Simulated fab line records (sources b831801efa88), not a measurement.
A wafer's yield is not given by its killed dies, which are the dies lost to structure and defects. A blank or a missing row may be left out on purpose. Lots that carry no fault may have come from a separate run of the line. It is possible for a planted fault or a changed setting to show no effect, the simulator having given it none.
fab line records | flow sky130
record lots=4 | wafers=12 | lastDay=49
route steps=708 shown METAL2@497 VIA2@507 PAD_OPEN@708
lots untouched by any fault: they come from a run of this same line in which no faults occurred
startH: start of the lot's first displayed wafer, in hours after the record's first day | waitH: hours elapsed since this lot's preceding step | " the same as in the row above | L1.1+2: several wafers, shown together as one row | - value missing, or start not given | * or withheld: withheld | < > ~ a bound
route shown NAME@n: names a module that has steps shown in the file, with the first one's number in the route | usual: mean/standard deviation of fault-free wafers | same: alike in all rows | chamber/n: place in a boat | sites: the reading at each site | _std_site: standard deviation across them | _edge_site: outer sites' mean less inner sites' | radiusMm: how far each site lies from the wafer's centre | mask NAME#n: copy n | behind: tool/chamber where the wafer was last shaped | hold: why the lot was held/for how many hours/how that ended | device: names the non-switching transistor (n, p or np) | end of line: tests run on the same wafers once the route is complete | where a step has no rows: the recipe by itself | killed: count of dies lost to structure and defects at first sort (not the wafer's yield) | map: dies across one wafer; x = killed, . = not, _ = none there
set.NAME: the setting the step ran with; set.NAME@STEP: the setting that earlier step ran with | model.NAME: the simulator's own value behind a step, which no gauge read
lots at some steps of the route; a table a step, a row a wafer
services: the hour from which a tool's chamber was out of use, counted from the record's first day as startH (under 0 if before that day), plus the number of hours and why
## steps
# step SKY_METAL2_DEVELOP_14
# recipe developTimeS=60 | resist=KrF-thick | devTempC=21
# step SKY_METAL2_DESCUM_17
# recipe chemistry=O2 | sourcePowerW=150 | biasPowerW=0 | pressureMtorr=10 | tempC=40 | timeS=8
# step SKY_METAL2_ETCH_18
# recipe chemistry=N2/H2 | target=BARC | ionEnergyEv=200 | biasW=100 | pressureMtorr=30 | n2FlowSccm=100 | h2FlowSccm=200 | icpW=500 | stopOn=SiO2 | timeS=45.9 | targetDepthA=600
# step SKY_METAL2_METAL_ETCH_19
# recipe targetDepthA=3600 | stopOn=SiO2 | overEtchFrac=0.3 | timeS=78 | chemistry=Cl2/BCl3 | resistSidewallDeg=88 | pressureMtorr=10 | icpW=900 | biasW=48.5 | Cl2_flow_sccm=60 | bcl3FlowSccm=30
# step SKY_METAL2_STRIP_20
# recipe chemistry=O2/N2 | powerW=1400 | pressureMtorr=1500 | platenTempC=withheld | o2FlowSccm=3000 | n2FlowSccm=300 | overashFraction=0.5
# step SKY_METAL2_STRIP_21
# recipe chemistry=postEtchResidueRemover | timeS=1200 | tempC=72.5
# step SKY_METAL2_CLEAN_22
# recipe chemistry=IPA | timeS=180 | tempC=25
# step SKY_METAL2_CLEAN_23
# recipe chemistry=O3/DIW | dry=n2Spin
# step SKY_VIA2_HDPCVD_00
# recipe material=SiO2 | targetThkNm=1180 | sigmaOpenFrac=0.3 | timeS=202.3 | tempC=400 | sih4FlowSccm=60 | pressureMtorr=6
# step SKY_VIA2_CMP_02
# recipe material=SiO2 | downForcePsi=4 | platenRpm=60 | padVelocityMS=0.94248
# usual edgeZonePressureFrac=1.000/0.0043 | headPressurePsi=4.001/0.01 | motorCurrentA=11.2/0.95 | platenRpm=60.00/0.041
lot.wafer | tool   | chamber | startH | waitH | edgeZonePressureFrac | headPressurePsi | motorCurrentA | platenRpm | model.SiO2_of_VIA2_HDPCVD_00.thkNm
L941.4    | cmp-02 | 2       | 916.11 | 0.3   | -                    | -               | -             | -         | 1204
L941.3    | "      | 3       | "      | "     | -                    | -               | -             | -         | 1205
L941.5    | "      | 1       | "      | "     | -                    | -               | -             | -         | 1191
L940.3    | cmp-01 | 2       | 918.02 | 0.0   | -                    | -               | -             | -         | 1212
L940.2    | "      | 3       | "      | "     | -                    | -               | -             | -         | 1193
L940.4    | "      | 0       | "      | "     | -                    | -               | -             | -         | 1219
L946.2    | cmp-02 | 3       | 942.50 | 0.0   | 0.999                | 4.004           | 11.5          | 59.98     | 495.4
L946.4    | "      | 1       | "      | "     | 1.001                | 3.998           | 11.1          | 60.00     | 495.8
L946.6    | "      | 3       | "      | "     | 0.995                | 4.000           | 12.2          | 59.93     | 495.8
L947.2    | cmp-01 | 3       | 950.45 | 0.1   | 1.003                | 4.007           | 11.2          | 59.96     | 493.4
L947.4    | "      | 0       | "      | "     | 0.994                | 3.995           | 13.7          | 59.94     | 492.7
L947.5    | "      | 2       | "      | "     | 0.998                | 4.004           | 9.7           | 60.00     | 494.6
# step SKY_VIA2_BOW_MEAS_03
# recipe mode=bow
# usual VIA2_BOW=85/7.4
lot.wafer | tool         | chamber | startH | waitH | VIA2_BOW[um]
L941.3    | filmMetro-04 | -       | 916.35 | 0.1   | 121
L941.4    | "            | -       | "      | "     | 109
L941.5    | "            | -       | "      | "     | 108
L940.2    | filmMetro-04 | -       | 918.34 | 0.2   | 114
L940.3    | "            | -       | "      | "     | 123
L940.4    | "            | -       | "      | "     | 119
L946.2    | filmMetro-03 | -       | 942.82 | 0.3   | 84
L946.4    | "            | -       | "      | "     | 83
L946.6    | "            | -       | "      | "     | 81
L947.2    | filmMetro-01 | -       | 950.67 | 0.2   | 99
L947.4    | "            | -       | "      | "     | 84
L947.5    | "            | -       | "      | "     | 84
# step SKY_VIA2_DEHYDRATE_04
# recipe tempC=200 | timeS=60
# step SKY_VIA2_HMDS_05
# recipe primeTimeS=60 | primeTempC=120
# step SKY_VIA2_COAT_06
# recipe resist=BARC | tempC=withheld | timeS=withheld | spinRpm=3000 | resistThkNm=60
# step SKY_VIA2_COAT_07
# recipe resist=KrF-thick | spinRpm=3000 | resistThkNm=450
# step SKY_VIA2_SOFTBAKE_08
# recipe tempC=100 | timeS=90 | resist=KrF-thick
# step SKY_VIA2_EXPOSE_09
# recipe maskId=VIM2 | na=0.8 | sourceShape=annular | sigmaInner=0.55 | sigmaOuter=0.85 | targetCdNm=200 | doseMj=38
# step SKY_VIA2_PEB_10
# recipe pebTempC=withheld | pebTimeS=withheld | resist=KrF-thick
# step SKY_VIA2_DEVELOP_11
# recipe developTimeS=60 | resist=KrF-thick | devTempC=21
# step SKY_VIA2_ETCH_14
# recipe chemistry=N2/H2 | target=BARC | ionEnergyEv=200 | sourceW=500 | biasW=100 | pressureMtorr=30 | n2FlowSccm=100 | h2FlowSccm=200 | stopOn=SiO2 | timeS=45.9 | targetDepthA=600
# step SKY_VIA2_ETCH_15
# recipe target=SiO2 | chemistry=C4F8/O2/Ar | targetDepthNm=546 | stopOn=TiN | maskMaterial=KrF-thick | sourceW=1500 | biasW=1200 | pressureMtorr=40 | c4f8FlowSccm=withheld | O2_flow_sccm=6 | Ar_flow_sccm=300 | timeS=84
# usual chamberPressureMTorr=40.00/0.036 | oesProductAu=0.940/0.0048
lot.wafer | tool       | chamber | startH | waitH | chamberPressureMTorr | oesProductAu | rfHoursCounterH | model.etch.depthNm | model.VIA2.featureDepthNm
L941.3    | rieDiel-04 | 1       | 940.77 | 0.0   | 39.97                | 1.641        | 18              | 549                | 549
L941.4    | "          | 0       | "      | "     | 40.02                | 1.627        | -               | 549                | 549
L941.5    | "          | 1       | "      | "     | 40.03                | 1.625        | -               | 548.3              | 548.3
L940.2    | rieDiel-02 | 0       | 942.16 | 0.0   | 39.91                | 1.661        | 10              | 561                | 561
L940.3    | "          | 1       | "      | "     | 40.03                | 1.629        | 5               | 548.1              | 548.1
L940.4    | "          | 2       | "      | "     | 40.02                | 1.647        | 12              | 553.2              | 553.2
L946.2    | rieDiel-04 | 0       | 967.27 | 0.0   | 40.00                | 0.937        | 14              | 495.4              | 495.4
L946.4    | "          | 1       | "      | "     | 40.00                | 0.940        | 19              | 495.8              | 495.8
L946.6    | "          | 3       | "      | "     | 40.03                | 0.944        | -               | 495.8              | 495.8
L947.2    | rieDiel-01 | 3       | 975.21 | 0.0   | 40.04                | 0.930        | 24              | 493.4              | 493.4
L947.4    | "          | 2       | "      | "     | 39.97                | 0.936        | 11              | 492.7              | 492.7
L947.5    | "          | 2       | "      | "     | 39.95                | 0.937        | -               | 494.6              | 494.6
# step SKY_VIA2_STRIP_16
# recipe chemistry=O2/N2 | powerW=1400 | pressureMtorr=1500 | platenTempC=withheld | o2FlowSccm=3000 | n2FlowSccm=300 | overashFraction=0.5
# step SKY_VIA2_STRIP_17
# recipe chemistry=postEtchResidueRemover | timeS=1200 | tempC=72.5
# step SKY_VIA2_CLEAN_18
# recipe chemistry=IPA | timeS=180 | tempC=25
# step SKY_VIA2_CLEAN_19
# recipe chemistry=O3/DIW | dry=n2Spin
# step SKY_VIA2_SPUTTER_20
# recipe material=TiN | targetThkNm=20 | chamberPressurePa=5 | powerW=4000 | timeS=80
# step SKY_VIA2_CVD_21
# recipe material=W | targetThkNm=420 | timeS=126.4 | tempC=400 | pressureTorr=40
# step SKY_VIA2_CMP_24
# recipe stopOn=SiO2 | tOverpolishS=20 | downForcePsi=3.5 | platenRpm=60 | targetThkNm=0 | padVelocityMS=0.94248
# usual edgeZonePressureFrac=1.000/0.0049 | headPressurePsi=3.500/0.0081 | motorCurrentA=10.3/0.86 | platenRpm=60.00/0.043
lot.wafer | tool   | chamber | startH | waitH | edgeZonePressureFrac | headPressurePsi | motorCurrentA | platenRpm | model.SiO2_of_VIA2_HDPCVD_00.thkNm
L941.3    | cmp-01 | 0       | 941.84 | 0.1   | 1.000                | 3.500           | 12.7          | 60.07     | 1201
L941.4    | "      | 1       | "      | "     | 1.002                | 3.493           | 10.0          | 60.08     | 1200
L941.5    | "      | 0       | "      | "     | 0.997                | 3.496           | 11.5          | 59.96     | 1186
L940.4    | cmp-01 | 3       | 943.21 | 0.0   | 1.005                | 3.507           | 10.7          | 59.95     | 1214
L940.2    | "      | 0       | "      | "     | 1.007                | 3.501           | 12.0          | 59.99     | 1189
L940.3    | "      | 1       | "      | "     | 0.996                | 3.492           | 9.7           | 60.02     | 1208
L946.4    | cmp-02 | 0       | 968.30 | 0.0   | 1.001                | 3.490           | 10.2          | 60.00     | 491.4
L946.2    | "      | 3       | "      | "     | 0.999                | 3.485           | 10.4          | 59.94     | 491
L946.6    | "      | 0       | "      | "     | 0.997                | 3.487           | 10.1          | 60.03     | 491.4
L947.2    | cmp-01 | 2       | 976.32 | 0.1   | 1.009                | 3.495           | 8.7           | 60.00     | 489
L947.4    | "      | 0       | "      | "     | 0.993                | 3.514           | 12.3          | 59.97     | 488.3
L947.5    | "      | 1       | "      | "     | 1.000                | 3.504           | 10.5          | 59.98     | 490.2
# step SKY_PAD_OPEN_PROBE_99
# usual defectLimitedYield=82.4/1.9 | killed_at_M0_to_M3=44/7.2 | killed_at_M4_up=3.2/1.8 | killedAtContacts=24/5.4 | killedAtFrontEnd=15/4 | killedDies=87/9.2 | killedOnRim=17/4 | killedOpen=47/7.3 | killedShort=39/5.7 | sort_bin_3_pad_short=0.9/0.45 | sort_bin_5_function=10.6/1.5 | sort_bin_6_memory=6.2/1.1 | sortNPass=405/9.2 | sortYieldPct=82.4/1.9
# same grossDies=492 | killedAtBackSide=0 | killedAtOther=0 | sort_bin_4_leakage[%]=0 | sort_bin_8_speed[%]=0
lot.wafer | tool      | chamber | startH  | waitH | defectLimitedYield[%] | killed_at_M0_to_M3 | killed_at_M4_up | killedAtContacts | killedAtFrontEnd | killedDies | killedOnRim | killedOpen | killedShort | sort_bin_3_pad_short[%] | sort_bin_5_function[%] | sort_bin_6_memory[%] | sortNPass | sortYieldPct[%]
L941.3    | prober-01 | -       | 1147.67 | 0.2   | 0                     | 446                | 6               | 28               | 12               | 492        | 96          | 53         | 37          | 0.8                     | 94.1                   | 5.1                  | 0         | 0
L941.4    | prober-01 | -       | 1147.72 | 0.2   | 0                     | 444                | 5               | 29               | 14               | 492        | 96          | 42         | 47          | 0.2                     | 93.1                   | 6.7                  | 0         | 0
L941.5    | prober-01 | -       | 1147.77 | 0.2   | 0                     | 444                | 2               | 28               | 18               | 492        | 96          | 44         | 43          | 1.4                     | 92.1                   | 6.5                  | 0         | 0
L940.2    | prober-02 | -       | 1152.21 | 0.1   | 0                     | 448                | 3               | 19               | 22               | 492        | 96          | 45         | 47          | 1.4                     | 91.9                   | 6.7                  | 0         | 0
L940.3    | prober-02 | -       | 1152.26 | 0.2   | 0                     | 455                | 5               | 18               | 14               | 492        | 96          | 38         | 42          | 1.2                     | 93.3                   | 5.5                  | 0         | 0
L940.4    | prober-02 | -       | 1152.31 | 0.2   | 0                     | 459                | 4               | 14               | 15               | 492        | 96          | 39         | 42          | 1.2                     | 91.7                   | 7.1                  | 0         | 0
L946.2    | prober-01 | -       | 1170.68 | 0.1   | 81.3                  | 38                 | 4               | 29               | 21               | 92         | 17          | 46         | 45          | 2.2                     | 10.4                   | 6.1                  | 400       | 81.3
L946.4    | prober-01 | -       | 1170.78 | 0.2   | 81.1                  | 39                 | 4               | 28               | 22               | 93         | 20          | 45         | 47          | 1.2                     | 11.0                   | 6.7                  | 399       | 81.1
L946.6    | prober-01 | -       | 1170.88 | 0.2   | 84.6                  | 34                 | 2               | 24               | 16               | 76         | 13          | 39         | 35          | 1.4                     | 8.1                    | 5.9                  | 416       | 84.6
L947.2    | prober-02 | -       | 1173.82 | 0.1   | 82.3                  | 48                 | 2               | 25               | 12               | 87         | 15          | 53         | 34          | 0.8                     | 10.6                   | 6.3                  | 405       | 82.3
L947.4    | prober-02 | -       | 1173.92 | 0.2   | 83.9                  | 41                 | 1               | 19               | 18               | 79         | 19          | 40         | 39          | 1.0                     | 10.4                   | 4.7                  | 413       | 83.9
L947.5    | prober-02 | -       | 1173.97 | 0.2   | 81.7                  | 50                 | 3               | 27               | 10               | 90         | 19          | 46         | 44          | 0.4                     | 12.4                   | 5.5                  | 402       | 81.7
# killed by level:class
L941.3 VIA2:areaCmp=402 VIA1:geometricParticle:open=14 CONTACT:geometricParticle:open=9 LI_CONTACT:geometricParticle:open=8 METAL2:geometricParticle:short=8 POLY_GATE:geometricParticle:open=5 LOCAL_INTERCONNECT:geometricParticle:short=5 VIA2:geometricParticle:open=5
L941.4 VIA2:areaCmp=402 LI_CONTACT:geometricParticle:open=9 VIA1:geometricParticle:open=9 LOCAL_INTERCONNECT:geometricParticle:short=8 VIA3:geometricParticle:short=7 CONTACT:geometricParticle:open=7 VIA1:geometricParticle:short=7 FIELD_ISO:geometricParticle:short=5
L941.5 VIA2:areaCmp=403 VIA1:geometricParticle:open=17 CONTACT:geometricParticle:short=7 CONTACT:geometricParticle:open=6 FIELD_ISO:geometricParticle:open=5 METAL2:geometricParticle:short=5 LOCAL_INTERCONNECT:geometricParticle:short=5 LI_CONTACT:geometricParticle:short=4
L940.2 VIA2:areaCmp=399 VIA1:geometricParticle:open=12 METAL2:geometricParticle:short=7 LI_CONTACT:geometricParticle:open=6 METAL1:geometricParticle:short=6 FIELD_ISO:geometricParticle:short=5 POLY_GATE:geometricParticle:short=5 POLY_GATE:geometricParticle:open=5
L940.3 VIA2:areaCmp=412 METAL1:geometricParticle:short=9 VIA1:geometricParticle:open=8 METAL2:geometricParticle:short=7 CONTACT:geometricParticle:open=7 VIA2:geometricParticle:open=7 VIA3:geometricParticle:open=5 POLY_GATE:geometricParticle:short=4
L940.4 VIA2:areaCmp=410 VIA1:geometricParticle:open=9 VIA3:geometricParticle:open=9 FIELD_ISO:geometricParticle:short=7 VIA2:geometricParticle:open=7 VIA1:geometricParticle:short=6 CONTACT:geometricParticle:open=6 METAL2:geometricParticle:short=5
L946.2 VIA1:geometricParticle:open=10 FIELD_ISO:geometricParticle:short=9 CONTACT:geometricParticle:open=8 LI_CONTACT:geometricParticle:open=6 VIA2:geometricParticle:open=6 LOCAL_INTERCONNECT:geometricParticle:short=5 CONTACT:geometricParticle:short=5 METAL2:geometricParticle:short=5
L946.4 VIA1:geometricParticle:open=8 METAL2:geometricParticle:short=7 POLY_GATE:geometricParticle:short=6 LI_CONTACT:geometricParticle:open=6 LOCAL_INTERCONNECT:geometricParticle:short=6 CONTACT:geometricParticle:open=6 VIA3:geometricParticle:open=6 CONTACT:geometricParticle:short=5
L946.6 CONTACT:geometricParticle:open=12 VIA1:geometricParticle:open=7 VIA3:geometricParticle:open=5 FIELD_ISO:geometricParticle:short=4 LI_CONTACT:geometricParticle:open=4 VIA1:geometricParticle:short=4 METAL2:geometricParticle:short=4 POLY_GATE:geometricParticle:short=3
L947.2 VIA1:geometricParticle:open=14 CONTACT:geometricParticle:open=10 FIELD_ISO:geometricParticle:open=6 CONTACT:geometricParticle:short=6 VIA1:geometricParticle:short=6 VIA3:geometricParticle:open=6 LI_CONTACT:geometricParticle:open=5 VIA2:geometricParticle:open=5
L947.4 VIA1:geometricParticle:short=8 CONTACT:geometricParticle:open=8 VIA2:geometricParticle:open=7 CONTACT:geometricParticle:short=6 POLY_GATE:geometricParticle:open=5 VIA1:geometricParticle:open=5 METAL2:geometricParticle:short=5 VIA3:geometricParticle:open=5
L947.5 VIA2:geometricParticle:open=11 VIA1:geometricParticle:open=9 CONTACT:geometricParticle:short=7 VIA3:geometricParticle:open=7 LOCAL_INTERCONNECT:geometricParticle:short=6 CONTACT:geometricParticle:open=6 METAL1:geometricParticle:short=5 LI_CONTACT:geometricParticle:open=4
# map L940.2 (x killed, . not)
__________xxxxxxxxxx_________
________xxxxxxxxxxxxxx_______
______xxxxxxxxxxxxxxxxxx_____
_____xxxxxxxxxxxxxxxxxxxx____
____xxxxxxxxxxxxxxxxxxxxxx___
___xxxxxxxxxxxxxxxxxxxxxxxx__
__xxxxxxxxxxxxxxxxxxxxxxxxxx_
_xxxxxxxxxxxxxxxxxxxxxxxxxxxx
_xxxxxxxxxxxxxxxxxxxxxxxxxxxx
_xxxxxxxxxxxxxxxxxxxxxxxxxxxx
_xxxxxxxxxxxxxxxxxxxxxxxxxxxx
_xxxxxxxxxxxxxxxxxxxxxxxxxxxx
_xxxxxxxxxxxxxxxxxxxxxxxxxxxx
_xxxxxxxxxxxxxxxxxxxxxxxxxxxx
_xxxxxxxxxxxxxxxxxxxxxxxxxxxx
__xxxxxxxxxxxxxxxxxxxxxxxxxx_
___xxxxxxxxxxxxxxxxxxxxxxxx__
____xxxxxxxxxxxxxxxxxxxxxx___
_____xxxxxxxxxxxxxxxxxxxx____
______xxxxxxxxxxxxxxxxxx_____
________xxxxxxxxxxxxxx_______
__________xxxxxxxxxx_________
# map L941.3 (x killed, . not)
__________xxxxxxxxxx_________
________xxxxxxxxxxxxxx_______
______xxxxxxxxxxxxxxxxxx_____
_____xxxxxxxxxxxxxxxxxxxx____
____xxxxxxxxxxxxxxxxxxxxxx___
___xxxxxxxxxxxxxxxxxxxxxxxx__
__xxxxxxxxxxxxxxxxxxxxxxxxxx_
_xxxxxxxxxxxxxxxxxxxxxxxxxxxx
_xxxxxxxxxxxxxxxxxxxxxxxxxxxx
_xxxxxxxxxxxxxxxxxxxxxxxxxxxx
_xxxxxxxxxxxxxxxxxxxxxxxxxxxx
_xxxxxxxxxxxxxxxxxxxxxxxxxxxx
_xxxxxxxxxxxxxxxxxxxxxxxxxxxx
_xxxxxxxxxxxxxxxxxxxxxxxxxxxx
_xxxxxxxxxxxxxxxxxxxxxxxxxxxx
__xxxxxxxxxxxxxxxxxxxxxxxxxx_
___xxxxxxxxxxxxxxxxxxxxxxxx__
____xxxxxxxxxxxxxxxxxxxxxx___
_____xxxxxxxxxxxxxxxxxxxx____
______xxxxxxxxxxxxxxxxxx_____
________xxxxxxxxxxxxxx_______
__________xxxxxxxxxx_________
## services
tool       | chamber | startH | hours | kind
cmp-01     | -       | 894.05 | 0.2   | repair
rieDiel-04 | 3       | 910.51 | 33.5  | repair
rieDiel-01 | 3       | 911.58 | 3.2   | repair
cmp-01     | -       | 912.13 | 4.0   | pm
cmp-01     | -       | 916.13 | -     | consumableReplace:conditioner
cmp-01     | -       | 916.13 | -     | consumableReplace:pad
rieDiel-01 | -       | 916.71 | 4.3   | pm
rieDiel-02 | 3       | 923.00 | 10.9  | repair
cmp-01     | -       | 928.51 | 1.8   | repair
rieDiel-01 | 1       | 944.63 | 5.4   | repair
cmp-02     | -       | 944.85 | 2.2   | repair
cmp-01     | -       | 956.91 | 4.2   | pm
cmp-01     | -       | 965.56 | 3.6   | repair
## key
firstSign step=SKY_VIA2_CMP_02 | reading=toolRecord | direction=missing
effect step=SKY_VIA2_BOW_MEAS_03 | reading=VIA2_BOW | direction=up | sigmas=4.2 | usual=85 | struck=116
effect step=SKY_VIA2_ETCH_15 | reading=oesProductAu | direction=up | sigmas=99+ | usual=0.940 | struck=1.638
effect step=SKY_PAD_OPEN_PROBE_99 | reading=killed_at_M0_to_M3 | direction=up | sigmas=56 | usual=44 | struck=449
modelEffect step=SKY_VIA2_CMP_02 | value=SiO2_of_VIA2_HDPCVD_00.thkNm | without=495.4 | struck=1204
modelEffect step=SKY_VIA2_ETCH_15 | value=etch.depthNm | without=495.4 | struck=551.4
modelEffect step=SKY_VIA2_CMP_24 | value=SiO2_of_VIA2_HDPCVD_00.thkNm | without=491 | struck=1200
moreKillsBornAt SKY_VIA2_CMP_02@cmp-01=1218 | SKY_VIA2_CMP_02@cmp-02=1200
metAt SKY_VIA2_CMP_02
struckWafers L940.2,L940.3,L940.4,L941.3,L941.4,L941.5
laterRowsLeftOut L940.2,L940.3,L940.4,L941.3,L941.4,L941.5
fault kind=skippedStepWhole | tool=cmp-01,cmp-02 | chamber=- | onsetH=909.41 | steps=SKY_VIA2_CMP_02 | scope=struckLotsOnly
# laterRowsLeftOut: the simulator's readings of these wafers behind a module that went badly wrong aren't trusted and aren't shown, but for the sort
